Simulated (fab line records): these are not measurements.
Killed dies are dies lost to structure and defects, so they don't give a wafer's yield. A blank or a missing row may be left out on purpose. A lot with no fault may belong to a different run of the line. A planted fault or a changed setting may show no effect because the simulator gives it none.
A single fault, viewed from 2 desks + flow gf180mcu + every desk sees just its own numbers, and what lay behind them comes last

== DESK OF THE TOOL OWNER: plasma asher-03 ==
The tool's own readings at GF_M1_STRIP_17 (strips in O2/N2): means of the sampled wafers that have a number, for each lot that ran on this tool. Marked OUT: a lot whose mean sits more than 4 standard deviations from the usual mean, which makes it out of limits; the brackets give that distance.
Columns: A = drypump motor current A at GF_M1_STRIP_17, usual 5.7 A; B = heater power w at GF_M1_STRIP_17, usual 362 W; C = oes product au at GF_M1_STRIP_17, usual 0.558 a.u.; D = strip time to endpoint s at GF_M1_STRIP_17, usual 7.88 s
| lot  | first seen here | A   | B   | C     | D              |
|------|-----------------|-----|-----|-------|----------------|
| L792 | day 20 10:48    | 5.7 | 333 | 0.558 | 7.89           |
| L795 | day 21 14:39    | 5.7 | 336 | 0.557 | 7.84           |
| L796 | day 21 16:13    | 5.7 | 333 | 0.558 | 7.89           |
| L797 | day 22 09:33    | 5.7 | 335 | 0.555 | 7.88           |
| L803 | day 24 03:13    | 5.9 | 380 | 0.560 | 6.74 (-24) OUT |
| L805 | day 24 17:24    | 5.9 | 373 | 0.559 | 6.68 (-25) OUT |
This desk finds L803, L805 out of limits, L803 being first, at day 24 03:13 (strip time to endpoint s at GF_M1_STRIP_17). L792, L795, L796, L797: within limits.

== THE METROLOGY DESK ==
What the gauges read, lot by lot, whatever tool the lot ran on: means of the sampled wafers that have a number. Marked OUT: a lot whose mean sits more than 4 standard deviations from the usual mean, which makes it out of limits; the brackets give that distance.
Columns: A = VT_IMPLANT_02_OVL at GF_VT_IMPLANT_OVL_MEAS_29, usual 1.0 nm; B = VT_IMPLANT_03_OVL at GF_VT_IMPLANT_OVL_MEAS_40, usual 0.8 nm; C = cd nm at GF_NSD_CD_MEAS_07, usual 400.4 nm
| lot  | first seen here | A    | B    | C     |
|------|-----------------|------|------|-------|
| L783 | day 6 20:08     | 2.4  | -0.2 | 397.8 |
| L784 | day 7 08:04     | 1.1  | 3.7  | 400.3 |
| L785 | day 7 13:23     | 0.7  | 1.1  | 403.4 |
| L786 | day 7 16:48     | 2.4  | 2.3  | 399.1 |
| L787 | day 7 21:25     | 2.1  | 2.1  | 399.3 |
| L789 | day 8 13:04     | 2.1  | -0.0 | 404.0 |
| L792 | day 9 05:55     | 1.4  | -0.0 | 397.3 |
| L795 | day 10 00:26    | -1.6 | -0.5 | 402.6 |
| L796 | day 10 03:07    | 1.9  | 0.4  | 399.3 |
| L797 | day 10 17:11    | -1.3 | 1.2  | 401.8 |
| L803 | day 12 04:23    | 2.0  | -0.1 | 401.3 |
| L805 | day 12 17:58    | 1.5  | 2.2  | 397.6 |
| L806 | day 13 00:01    | 2.2  | 0.1  | 399.9 |
Result from this desk: across the 13 lots, nothing is out of limits.

== PUT TOGETHER ==
An alarm could have come from the tool owner's desk at day 24 03:13, on L803, L805.
Metrology desk: nothing out of limits seen.
The metrology desk has L803, L805 on record, within its limits.
The lots listed all ran GF_M1_STRIP_17 on plasma asher-03.

== WHAT THE SIMULATOR HAD INSERTED ==
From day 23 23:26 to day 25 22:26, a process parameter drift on plasma asher-03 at GF_M1_STRIP_17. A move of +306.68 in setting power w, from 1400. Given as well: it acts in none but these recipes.
Lots struck among those shown: L803, L805.
Time in hours from fault onset to the first out-of-limits reading at each desk: the tool owner's desk, 4.
